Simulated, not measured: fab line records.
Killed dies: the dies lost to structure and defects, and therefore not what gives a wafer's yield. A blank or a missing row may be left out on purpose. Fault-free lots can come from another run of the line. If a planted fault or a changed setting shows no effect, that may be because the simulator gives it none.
fab line records -- flow sky130
record lots=5, wafers=15, lastDay=50
route steps=708 shown LDD_N@241 LDD_P@255
lots untouched by any fault: they come from a run of this same line in which no faults occurred
startH: start of the lot's first displayed wafer, in hours after the record's first day -- waitH: time in hours since the lot's previous step -- " unchanged from the row above -- L1.1+2: several wafers, shown together as one row -- - either no value or no given start -- * or withheld: withheld -- < > ~ a bound
route shown NAME@n: names a module that has steps shown in the file, with the first one's number in the route -- usual: mean/standard deviation taken from wafers without a fault -- same: alike in all rows -- chamber/n: place in a boat -- sites: readings site by site -- _std_site: their standard deviation -- _edge_site: outer sites' mean less inner sites' -- radiusMm: how far each site lies from the wafer's centre -- mask NAME#n: copy n -- behind: the last tool/chamber to shape the wafer -- hold: reason for holding the lot/hours on hold/outcome of the hold -- device: names the non-switching transistor (n, p or np) -- end of line: tests of these same wafers at the route's end -- a step without rows: its recipe alone -- killed: count of dies lost to structure and defects at first sort (not the wafer's yield) -- map: dies across one wafer; x = killed, . = not, _ = none there
set.NAME: the setting the step ran with; set.NAME@STEP: the setting that earlier step ran with -- model.NAME: the simulator's own value behind a step, which no gauge read
a table for each step, a row for each wafer; lots at some steps of the route
services: when a tool's chamber went out of use (startH, in hours from the record's first day, below 0 if earlier), for how many hours, and the reason
## steps
# step SKY_LDD_N_EXPOSE_04
# recipe maskId=NTM, targetCdNm=840, na=0.6, sourceShape=conventional, sigmaOuter=0.6, doseMj=110
# step SKY_LDD_N_PEB_05
# recipe tempC=withheld, timeS=*, resist=NOVOLAK
# step SKY_LDD_N_DEVELOP_06
# recipe developTimeS=60, devTempC=23
# step SKY_LDD_N_OVL_MEAS_07
# usual LDD_N_OVL=0.0/1.4
lot.wafer,tool,chamber,startH,waitH,LDD_N_OVL[nm]
L523.1,overlay-02,-,439.74,0.1,1.4
L523.4,overlay-02,-,439.74,0.1,-0.1
L523.5,overlay-02,-,439.74,0.1,2.4
L527.3,overlay-01,-,479.65,0.1,0.1
L527.4,overlay-01,-,479.65,0.1,0.3
L527.5,overlay-01,-,479.65,0.1,-1.8
L530.2,overlay-02,-,505.65,0.1,0.3
L530.4,overlay-02,-,505.65,0.1,1.5
L530.6,overlay-02,-,505.65,0.1,-0.3
L541.4,overlay-02,-,595.56,0.1,1.6
L541.5,overlay-02,-,595.56,0.1,1.0
L541.6,overlay-02,-,595.56,0.1,-1.0
L542.1,overlay-01,-,604.74,0.1,-2.6
L542.3,overlay-01,-,604.74,0.1,-2.5
L542.5,overlay-01,-,604.74,0.1,0.0
# step SKY_LDD_N_IMPLANT_08
# recipe species=As, energyKev=20, doseCm2=7.5e+13, tiltDeg=withheld, rotationDeg=23
# step SKY_LDD_N_IMPLANT_09
# recipe species=As, energyKev=20, doseCm2=7.5e+13, tiltDeg=withheld, rotationDeg=113
# step SKY_LDD_N_IMPLANT_10
# recipe species=As, energyKev=20, doseCm2=7.5e+13, tiltDeg=withheld, rotationDeg=203
# step SKY_LDD_N_IMPLANT_11
# recipe species=As, energyKev=20, doseCm2=7.5e+13, tiltDeg=withheld, rotationDeg=293
# step SKY_LDD_N_IMPLANT_12
# recipe species=BF2, energyKev=50, doseCm2=5e+12, tiltDeg=30, rotationDeg=0
# step SKY_LDD_N_IMPLANT_13
# recipe species=BF2, energyKev=50, doseCm2=5e+12, tiltDeg=30, rotationDeg=90
# step SKY_LDD_N_IMPLANT_14
# recipe species=BF2, energyKev=50, doseCm2=5e+12, tiltDeg=30, rotationDeg=180
# step SKY_LDD_N_IMPLANT_15
# recipe species=BF2, energyKev=50, doseCm2=5e+12, tiltDeg=30, rotationDeg=270
# step SKY_LDD_N_STRIP_16
# recipe chemistry=O2/N2, powerW=1400, pressureMtorr=1500, platenTempC=withheld, o2FlowSccm=3000, n2FlowSccm=300, overashFraction=0.5
# usual chamberPressureMTorr=1500.2/1.5, drypumpMotorCurrentA=5.8/0.53, oesProductAu=0.406/0.0042, stripTimeToEndpointS=4.312/0.015
lot.wafer,tool,chamber,startH,waitH,chamberPressureMTorr,drypumpMotorCurrentA,oesProductAu,rfHoursCounterH,stripTimeToEndpointS,model.NOVOLAK_of_LDD_N_COAT_02.thkNm
L523.1,plasmaAsher-01,1,440.98,0.1,1501.1,6.1,0.407,65,4.314,0
L523.4,plasmaAsher-01,0,440.98,0.1,1502.8,6.6,0.409,-,4.319,0
L523.5,plasmaAsher-01,1,440.98,0.1,1499.3,6.1,0.410,-,4.320,0
L527.3,plasmaAsher-03,1,480.91,0.1,1500.2,5.8,0.412,-,4.302,0
L527.4,plasmaAsher-03,0,480.91,0.1,1500.4,4.9,0.408,-,4.307,0
L527.5,plasmaAsher-03,1,480.91,0.1,1500.4,5.7,0.402,-,4.296,0
L530.2,plasmaAsher-03,1,506.88,0.1,1527.7,5.9,0.544,81,-,241.8
L530.4,plasmaAsher-03,1,506.88,0.1,1523.0,5.8,0.606,-,-,242.6
L530.6,plasmaAsher-03,0,506.88,0.1,1488.1,4.9,0.606,-,-,241.9
L541.4,plasmaAsher-02,0,596.81,0.1,1499.6,6.2,0.405,-,4.318,0
L541.5,plasmaAsher-02,1,596.81,0.1,1503.0,5.7,0.412,-,4.298,0
L541.6,plasmaAsher-02,0,596.81,0.1,1498.5,6.2,0.412,-,4.318,0
L542.1,plasmaAsher-02,1,605.98,0.1,1501.7,5.7,0.401,15,4.326,0
L542.3,plasmaAsher-02,1,605.98,0.1,1498.0,5.7,0.399,-,4.308,0
L542.5,plasmaAsher-02,1,605.98,0.1,1498.7,5.7,0.402,-,4.308,0
# step SKY_LDD_N_TW_MEAS_17
# usual LDD_N_TW=2592/13
lot.wafer,tool,chamber,startH,waitH,LDD_N_TW
L523.1,filmMetro-03,-,441.08,0.1,2601
L523.4,filmMetro-03,-,441.08,0.1,2606
L523.5,filmMetro-03,-,441.08,0.1,2610
L527.3,filmMetro-03,-,481.00,0.1,2597
L527.4,filmMetro-03,-,481.00,0.1,2604
L527.5,filmMetro-03,-,481.00,0.1,2594
L530.2,filmMetro-04,-,506.99,0.1,2599
L530.4,filmMetro-04,-,506.99,0.1,2592
L530.6,filmMetro-04,-,506.99,0.1,2583
L541.4,filmMetro-04,-,596.91,0.1,2588
L541.5,filmMetro-04,-,596.91,0.1,2602
L541.6,filmMetro-04,-,596.91,0.1,2608
L542.1,filmMetro-03,-,606.08,0.1,2601
L542.3,filmMetro-03,-,606.08,0.1,2604
L542.5,filmMetro-03,-,606.08,0.1,2601
# step SKY_LDD_P_DEHYDRATE_00
# recipe tempC=200, timeS=60
# step SKY_LDD_P_HMDS_01
# recipe primeTimeS=60, primeTempC=120
# step SKY_LDD_P_COAT_02
# recipe resist=NOVOLAK, spinRpm=3000, resistThkNm=1140
# step SKY_LDD_P_SOFTBAKE_03
# recipe tempC=90, timeS=60, resist=NOVOLAK
# step SKY_LDD_P_EXPOSE_04
# recipe maskId=PSDM, na=0.6, sourceShape=conventional, sigmaOuter=0.6, polarization=unpolarized, targetCdNm=380, doseMj=138
# step SKY_LDD_P_PEB_05
# recipe tempC=withheld, timeS=*, resist=NOVOLAK
# step SKY_LDD_P_DEVELOP_06
# recipe resist=NOVOLAK, developer=TMAH, developTimeS=60, devTempC=23
# step SKY_LDD_P_CD_MEAS_07
# recipe targetCdNm=380
# usual cdNm=380.6/2.7
lot.wafer,tool,chamber,startH,waitH,cdNm
L523.1,cdSem-02,-,471.59,0.1,377.8
L523.4,cdSem-02,-,471.59,0.1,377.9
L523.5,cdSem-02,-,471.59,0.1,380.3
L527.3,cdSem-02,-,511.88,0.1,378.2
L527.4,cdSem-02,-,511.88,0.1,379.2
L527.5,cdSem-02,-,511.88,0.1,381.0
L530.2,cdSem-02,-,536.56,0.1,382.8
L530.4,cdSem-02,-,536.56,0.1,381.9
L530.6,cdSem-02,-,536.56,0.1,381.5
L541.4,cdSem-01,-,626.23,0.1,379.6
L541.5,cdSem-01,-,626.23,0.1,379.1
L541.6,cdSem-01,-,626.23,0.1,379.7
L542.1,cdSem-01,-,633.74,0.1,377.6
L542.3,cdSem-01,-,633.74,0.1,378.5
L542.5,cdSem-01,-,633.74,0.1,378.0
# step SKY_LDD_P_OVL_MEAS_08
# usual LDD_P_OVL=-0.4/1.4
lot.wafer,tool,chamber,startH,waitH,LDD_P_OVL[nm]
L523.1,overlay-02,-,471.71,0.1,-1.9
L523.4,overlay-02,-,471.71,0.1,-1.2
L523.5,overlay-02,-,471.71,0.1,-2.2
L527.3,overlay-01,-,511.98,0.1,-0.2
L527.4,overlay-01,-,511.98,0.1,-0.8
L527.5,overlay-01,-,511.98,0.1,-1.1
L530.2,overlay-02,-,536.67,0.1,1.7
L530.4,overlay-02,-,536.67,0.1,0.7
L530.6,overlay-02,-,536.67,0.1,0.0
L541.4,overlay-01,-,626.31,0.1,-2.0
L541.5,overlay-01,-,626.31,0.1,-1.3
L541.6,overlay-01,-,626.31,0.1,-2.3
L542.1,overlay-01,-,633.86,0.1,0.3
L542.3,overlay-01,-,633.86,0.1,1.6
L542.5,overlay-01,-,633.86,0.1,-0.6
# step SKY_LDD_P_IMPLANT_09
# recipe species=BF2, energyKev=25, doseCm2=1e+13, tiltDeg=withheld
# step SKY_LDD_P_STRIP_10
# recipe chemistry=O2/N2, powerW=1400, pressureMtorr=1500, platenTempC=withheld, o2FlowSccm=3000, n2FlowSccm=300, overashFraction=0.5
# usual chamberPressureMTorr=1499.9/1.2, drypumpMotorCurrentA=5.6/0.33, oesProductAu=0.716/0.0043, stripTimeToEndpointS=14.19/0.049
lot.wafer,tool,chamber,startH,waitH,chamberPressureMTorr,drypumpMotorCurrentA,oesProductAu,rfHoursCounterH,stripTimeToEndpointS
L523.1,plasmaAsher-02,1,471.90,0.1,1499.2,5.7,0.724,3,14.12
L523.4,plasmaAsher-02,1,471.90,0.1,1499.8,5.7,0.716,-,14.16
L523.5,plasmaAsher-02,0,471.90,0.1,1499.0,6.1,0.723,-,14.16
L527.3,plasmaAsher-02,1,512.18,0.1,1500.5,5.7,0.712,-,14.24
L527.4,plasmaAsher-02,0,512.18,0.1,1501.2,6.1,0.714,-,14.23
L527.5,plasmaAsher-02,0,512.18,0.1,1500.0,6.1,0.717,-,14.26
L530.2,plasmaAsher-04,0,536.85,0.1,1498.5,5.4,0.719,42,17.83
L530.4,plasmaAsher-04,0,536.85,0.1,1501.2,5.4,0.715,-,17.89
L530.6,plasmaAsher-04,1,536.85,0.1,1497.7,5.8,0.710,-,17.82
L541.4,plasmaAsher-04,1,626.51,0.1,1499.2,5.8,0.726,-,14.29
L541.5,plasmaAsher-04,0,626.51,0.1,1498.6,5.4,0.721,-,14.26
L541.6,plasmaAsher-04,1,626.51,0.1,1499.5,5.8,0.710,-,14.26
L542.1,plasmaAsher-03,1,634.05,0.1,1500.7,5.7,0.726,91,14.28
L542.3,plasmaAsher-03,0,634.05,0.1,1499.6,4.9,0.719,-,14.26
L542.5,plasmaAsher-03,0,634.05,0.1,1500.0,4.9,0.717,-,14.24
# step SKY_LDD_P_TW_MEAS_11
# usual LDD_P_TW=639/3.1
lot.wafer,tool,chamber,startH,waitH,hold,LDD_P_TW
L523.1,filmMetro-02,-,472.00,0.1,-,635
L523.4,filmMetro-02,-,472.00,0.1,-,639
L523.5,filmMetro-02,-,472.00,0.1,-,639
L527.3,filmMetro-02,-,512.27,0.1,-,640
L527.4,filmMetro-02,-,512.27,0.1,-,636
L527.5,filmMetro-02,-,512.27,0.1,-,635
L530.2,filmMetro-03,-,536.96,0.1,awaitDispo/0.2h/release,30
L530.4,filmMetro-03,-,536.96,0.1,awaitDispo/0.2h/release,30
L530.6,filmMetro-03,-,536.96,0.1,awaitDispo/0.2h/release,30
L530.2,filmMetro-03,-,537.19,0.2,-,30
L530.4,filmMetro-03,-,537.19,0.2,-,30
L530.6,filmMetro-03,-,537.19,0.2,-,30
L541.4,filmMetro-01,-,626.61,0.1,-,644
L541.5,filmMetro-01,-,626.61,0.1,-,643
L541.6,filmMetro-01,-,626.61,0.1,-,643
L542.1,filmMetro-01,-,634.15,0.1,-,643
L542.3,filmMetro-01,-,634.15,0.1,-,646
L542.5,filmMetro-01,-,634.15,0.1,-,643
## services
tool,chamber,startH,hours,kind
plasmaAsher-02,-,421.25,9.0,pm
plasmaAsher-02,0,421.25,9.0,ventCycle
plasmaAsher-02,1,421.25,9.0,ventCycle
plasmaAsher-02,0,430.25,-,clean
plasmaAsher-02,1,430.25,-,clean
plasmaAsher-02,-,439.19,14.6,pm
plasmaAsher-01,-,495.47,7.8,pm
plasmaAsher-01,-,536.00,0.5,repair
plasmaAsher-03,-,563.60,18.2,repair
plasmaAsher-02,-,567.20,13.2,repair
plasmaAsher-04,-,580.69,2.2,repair
plasmaAsher-03,-,586.17,2.8,pm
plasmaAsher-03,-,611.03,4.3,pm
## key
firstSign step=SKY_LDD_N_STRIP_16, reading=oesProductAu, direction=up, sigmas=43, usual=0.406, struck=0.585
effect step=SKY_LDD_N_STRIP_16, reading=chamberPressureMTorr, direction=up, sigmas=8.6, usual=1500.2, struck=1513.0
effect step=SKY_LDD_P_STRIP_10, reading=stripTimeToEndpointS, direction=up, sigmas=75, usual=*, struck=*
effect step=SKY_LDD_P_TW_MEAS_11, reading=visit, direction=added
effect step=SKY_LDD_P_TW_MEAS_11, reading=LDD_P_TW, direction=down, sigmas=99+, usual=639, struck=30
modelEffect step=SKY_LDD_N_STRIP_16, value=NOVOLAK_of_LDD_N_COAT_02.thkNm, without=0, struck=242.1
metAt SKY_LDD_N_STRIP_16
struckWafers L530.2,L530.4,L530.6
scrappedBehind SKY_LDD_P_TW_MEAS_11 L530.2,L530.4,L530.6
onsetBetween 480.91 506.88
fault kind=stripAborted, tool=plasmaAsher-03, chamber=-, onsetH=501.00, steps=SKY_LDD_N_STRIP_16, offset=0.9998, endH=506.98
